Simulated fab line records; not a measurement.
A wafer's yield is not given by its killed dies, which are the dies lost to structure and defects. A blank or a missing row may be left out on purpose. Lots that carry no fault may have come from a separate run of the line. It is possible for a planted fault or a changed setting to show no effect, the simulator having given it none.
Commonality check across tools    flow sky130    42 wafers sampled across 11 lots

## WHY IT WAS OPENED
3 of 11 lots carry a flag on the reading SD_N_RS at SKY_SD_N_RS_MEAS_16. Fault-free wafers read 68.50 ohm/sq, with a standard deviation of 0.11.
Rule: a lot gets a flag if all its wafers with a number sit over 4 standard deviations from that mean, or if no wafer of it has a number. The rest of the lots are taken to be sound.

lot   measured      on            SD_N_RS (ohm/sq), wafer by wafer     flag
L388  day 27 22:20  filmMetro-01  68.53 68.55 68.61                    
L387  day 27 23:40  filmMetro-02  68.41 68.33 68.42                    
L389  day 28 10:06  filmMetro-02  68.56 68.39 68.49                    
L393  day 29 19:25  filmMetro-02  68.38 68.41 68.61                    
L394  day 30 08:18  filmMetro-02  63.63 63.58 63.58 63.71 63.57 63.49  FLAGGED
L395  day 30 09:46  filmMetro-01  63.67 63.79 63.72 63.86 63.48 63.76  FLAGGED
L403  day 33 01:40  filmMetro-03  68.45 68.44 68.36                    
L405  day 33 12:09  filmMetro-03  63.61 63.61 63.67 63.70 63.63 63.78  FLAGGED
L406  day 33 16:23  filmMetro-03  68.53 68.59 68.56                    
L408  day 35 03:25  filmMetro-02  68.39 68.39 68.44                    
L410  day 35 10:54  filmMetro-01  68.67 68.68 68.72                    
The mean of the flagged lots' numbers is 63.66 ohm/sq, -4.84 ohm/sq from the usual (-44 standard deviations).

## WHICH TOOL EACH LOT WENT THROUGH
Before the reading, the record contains 2 process steps out of a 708-step route. Every cell lists first the tool, next ch and the chambers used by the sampled wafers, and last the start.
lot   flag     SKY_SD_N_IMPLANT_09              SKY_SD_N_STRIP_11
L388           implanter-02 ch 0, day 27 21:38  plasmaAsher-03 ch 0,1, day 27 21:56
L387           implanter-02 ch 0, day 27 22:58  plasmaAsher-01 ch 0,1, day 27 23:16
L389           implanter-02 ch 0, day 28 09:25  plasmaAsher-02 ch 0,1, day 28 09:42
L393           implanter-03 ch 0, day 29 18:44  plasmaAsher-01 ch 0,1, day 29 19:01
L394  FLAGGED  implanter-01 ch 0, day 30 05:56  plasmaAsher-03 ch 0,1, day 30 06:32
L395  FLAGGED  implanter-03 ch 0, day 30 08:46  plasmaAsher-02 ch 0,1, day 30 09:22
L403           implanter-02 ch 0, day 33 00:59  plasmaAsher-02 ch 0,1, day 33 01:16
L405  FLAGGED  implanter-03 ch 0, day 33 11:09  plasmaAsher-01 ch 0,1, day 33 11:46
L406           implanter-02 ch 0, day 33 15:43  plasmaAsher-02 ch 0,1, day 33 16:00
L408           implanter-01 ch 0, day 35 02:43  plasmaAsher-03 ch 0,1, day 35 03:01
L410           implanter-03 ch 0, day 35 10:13  plasmaAsher-02 ch 0,1, day 35 10:30
What is done by these steps:
- SKY_SD_N_IMPLANT_09
- SKY_SD_N_STRIP_11: strips in O2/N2.
- SKY_SD_N_RS_MEAS_16: measures by four-point-probe.

## FLAGGED AGAINST TOTAL, ONE TOOL AT A TIME (gauges that did the reading follow at the end)
step                 tool            lots run  flagged  share of the flagged lots  sound lots run after its first flagged lot
SKY_SD_N_IMPLANT_09  implanter-01    2         1        some                       1 (L408)
SKY_SD_N_IMPLANT_09  implanter-02    5         0        none                       -
SKY_SD_N_IMPLANT_09  implanter-03    4         2        some                       1 (L410)
SKY_SD_N_STRIP_11    plasmaAsher-01  3         1        some                       0
SKY_SD_N_STRIP_11    plasmaAsher-02  5         1        some                       3 (L403,L406,L410)
SKY_SD_N_STRIP_11    plasmaAsher-03  3         1        some                       1 (L408)
SKY_SD_N_RS_MEAS_16  filmMetro-01    3         1        some                       1 (L410)
SKY_SD_N_RS_MEAS_16  filmMetro-02    5         1        some                       1 (L408)
SKY_SD_N_RS_MEAS_16  filmMetro-03    3         1        some                       1 (L406)

## WHAT THE TABLE ALLOWS
No row of the table ran every flagged lot.

## WHAT HAD BEEN PUT IN BY THE SIMULATOR
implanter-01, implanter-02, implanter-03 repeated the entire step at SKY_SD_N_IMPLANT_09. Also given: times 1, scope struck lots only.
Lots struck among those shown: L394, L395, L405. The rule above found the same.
